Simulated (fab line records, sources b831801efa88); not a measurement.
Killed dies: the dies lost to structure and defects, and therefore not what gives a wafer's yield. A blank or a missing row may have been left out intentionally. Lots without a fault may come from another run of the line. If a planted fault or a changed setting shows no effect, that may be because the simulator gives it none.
The tool behind it: which one? -- flow sky130 -- 12 lots with 35 wafers sampled at 5 steps, on a route of 708 steps

== WHAT THE GAUGES SHOWED, per wafer ==
The record holds no reading of a measuring or inspecting step that can be judged against a usual standard deviation.

== TOOL THAT RAN EACH LOT (tool first, then ch and the chambers of the sampled wafers, then the start) ==
lot,SKY_VIA2_SPUTTER_20,SKY_METAL3_SPUTTER_00,SKY_METAL3_SPUTTER_03,SKY_CAPM_SPUTTER_02,SKY_PAD_OPEN_PROBE_99
L548,"pvd sputter-04, day 39 02:32","pvd sputter-01, day 39 04:22","pvd sputter-01, day 39 04:26","pvd sputter-03, day 39 04:35",-
L549,"pvd sputter-03, day 39 17:28","pvd sputter-01, day 39 18:08","pvd sputter-01, day 39 18:14","pvd sputter-03, day 39 18:23",-
L550,"pvd sputter-04, day 39 19:06","pvd sputter-01, day 39 19:46","pvd sputter-01, day 39 19:52","pvd sputter-03, day 39 20:01","prober-01, day 48 11:59"
L551,"pvd sputter-04, day 40 10:12","pvd sputter-04, day 40 11:22","pvd sputter-04, day 40 11:27","pvd sputter-03, day 40 11:36",-
L555,"pvd sputter-03, day 41 04:11","pvd sputter-04, day 41 05:02","pvd sputter-04, day 41 05:07","pvd sputter-01, day 41 05:16","prober-02, day 49 12:58"
L554,"pvd sputter-02, day 41 07:04","pvd sputter-01, day 41 08:13","pvd sputter-01, day 41 08:19","pvd sputter-02, day 41 08:28",-
L553,"pvd sputter-02, day 41 10:22","pvd sputter-04, day 41 11:06","pvd sputter-04, day 41 11:11","pvd sputter-02, day 41 11:21",-
L556,"pvd sputter-03, day 41 10:45","pvd sputter-03, day 41 11:42","pvd sputter-03, day 41 11:47","pvd sputter-02, day 41 11:56","prober-01, day 49 23:13"
L557,"pvd sputter-03, day 42 06:43","pvd sputter-04, day 42 07:24","pvd sputter-04, day 42 07:29","pvd sputter-02, day 42 07:38",-
L559,"pvd sputter-02, day 42 11:29","pvd sputter-04, day 42 12:46","pvd sputter-04, day 42 12:51","pvd sputter-02, day 42 12:59",-
L563,"pvd sputter-03, day 43 06:05","pvd sputter-04, day 43 06:46","pvd sputter-04, day 43 06:51","pvd sputter-01, day 43 07:00",-
L562,"pvd sputter-02, day 43 11:13","pvd sputter-01, day 43 11:53","pvd sputter-01, day 43 11:59","pvd sputter-02, day 43 12:08",-
- SKY_VIA2_SPUTTER_20: material TiN, target thk 20 nm, time 80 s.
- SKY_METAL3_SPUTTER_00: material Ti, target thk 15 nm, time 10 s.
- SKY_METAL3_SPUTTER_03: material Ti, target thk 5 nm, time 3.3 s.
- SKY_CAPM_SPUTTER_02: material TiN, target thk 200 nm, time 166.7 s.
- SKY_PAD_OPEN_PROBE_99

== WHAT THE TOOLS THEMSELVES READ (means of the sampled wafers that have a number; where no wafer has one, the mark that the record gives instead) ==
SKY_VIA2_SPUTTER_20.
lot,tool,cathode dc power W (W),throttle valve pct (%)
L548,pvd sputter-04,3999.7,30.5
L549,pvd sputter-03,4000.4,30.3
L550,pvd sputter-04,3999.9,28.7
L551,pvd sputter-04,3999.7,29.7
L555,pvd sputter-03,3999.4,30.4
L554,pvd sputter-02,3999.8,30.7
L553,pvd sputter-02,3999.9,29.8
L556,pvd sputter-03,4000.8,30.5
L557,pvd sputter-03,3999.5,30.2
L559,pvd sputter-02,4000.1,29.9
L563,pvd sputter-03,3999.9,30.5
L562,pvd sputter-02,3999.8,29.6

SKY_METAL3_SPUTTER_00.
lot,tool,cathode dc power W (W),throttle valve pct (%)
L548,pvd sputter-01,2999.7,30.3
L549,pvd sputter-01,3000.1,30.8
L550,pvd sputter-01,2999.8,29.9
L551,pvd sputter-04,3000.0,30.1
L555,pvd sputter-04,3000.1,29.1
L554,pvd sputter-01,3000.1,30.2
L553,pvd sputter-04,3000.2,30.1
L556,pvd sputter-03,3000.1,30.5
L557,pvd sputter-04,3000.5,30.6
L559,pvd sputter-04,2999.4,30.0
L563,pvd sputter-04,3000.1,29.9
L562,pvd sputter-01,3000.1,30.0

SKY_METAL3_SPUTTER_03.
lot,tool,cathode dc power W (W),throttle valve pct (%)
L548,pvd sputter-01,2999.5,30.5
L549,pvd sputter-01,3000.1,30.7
L550,pvd sputter-01,3000.0,29.9
L551,pvd sputter-04,3000.6,29.9
L555,pvd sputter-04,2999.7,29.0
L554,pvd sputter-01,2999.9,30.3
L553,pvd sputter-04,2999.5,30.1
L556,pvd sputter-03,2999.5,30.5
L557,pvd sputter-04,3000.1,30.6
L559,pvd sputter-04,2999.4,30.0
L563,pvd sputter-04,3000.0,29.9
L562,pvd sputter-01,2999.8,29.9

SKY_CAPM_SPUTTER_02.
lot,tool,cathode dc power W (W),throttle valve pct (%)
L548,pvd sputter-03,6501.0,30.3
L549,pvd sputter-03,6499.3,30.4
L550,pvd sputter-03,6436.0,30.1
L551,pvd sputter-03,6456.1,30.4
L555,pvd sputter-01,6499.6,30.3
L554,pvd sputter-02,6500.3,29.9
L553,pvd sputter-02,6500.6,29.8
L556,pvd sputter-02,6500.6,31.1
L557,pvd sputter-02,6499.4,29.4
L559,pvd sputter-02,6499.5,30.7
L563,pvd sputter-01,6501.2,30.6
L562,pvd sputter-02,6501.0,30.0

SKY_PAD_OPEN_PROBE_99.
lot,tool,defect limited yield (%),killed_at_M0_to_M3,killed_at_M4_up,killed at contacts,killed at front end,killed at other,killed dies,killed open,killed short,sort_bin_3_pad_short (%),sort_bin_5_function (%),sort_bin_6_memory (%),sort n pass,sort yield pct (%)
L550,prober-01,80.7,44,3.5,26,20,0.0,95,50,45,0.8,11.3,7.2,397,80.7
L555,prober-02,82.2,43,3.7,26,14,0.7,87,52,35,0.7,11.1,6.0,405,82.2
L556,prober-01,83.6,43,5.0,20,13,0.0,81,45,35,0.9,10.1,5.4,411,83.6

== THE ANSWER, worked out from the rows above alone ==
Rule: what is usual is taken from the lots themselves. The widest of any qualifying gaps counts: lots, ordered by their means at a reading, are off when they make up no more than a third of the lots, leave a main group of 4 or more, and stand apart from it by 3 or more times the standard deviation of that group's means. If all means in a main group match to the digits the tables above print for the reading, that group is not used. A lot without any number at a reading at which 4 lots or more have one is off too. Any other lot the step has rows for is counted as sound. After the gauges, taken in route order, come the tools' own readings; for these a lot's mean is taken, as printed above. The first step at which some lot is off is used, and at that step the reading that is off furthest; a lot without a number counts as furthest.
Off, at SKY_CAPM_SPUTTER_02 on cathode dc power W: L550, L551. Mean 6500.2 W and standard deviation 0.7 in the main group.
A tool fits if, at that step or a process step before it, it ran every lot that is off, and no sound lot after the first of them. Undecided on this evidence; 2 tools fit (pvd sputter-04 at SKY_VIA2_SPUTTER_20, pvd sputter-03 at SKY_CAPM_SPUTTER_02).

== WHAT THE SIMULATOR HAD PUT IN ==
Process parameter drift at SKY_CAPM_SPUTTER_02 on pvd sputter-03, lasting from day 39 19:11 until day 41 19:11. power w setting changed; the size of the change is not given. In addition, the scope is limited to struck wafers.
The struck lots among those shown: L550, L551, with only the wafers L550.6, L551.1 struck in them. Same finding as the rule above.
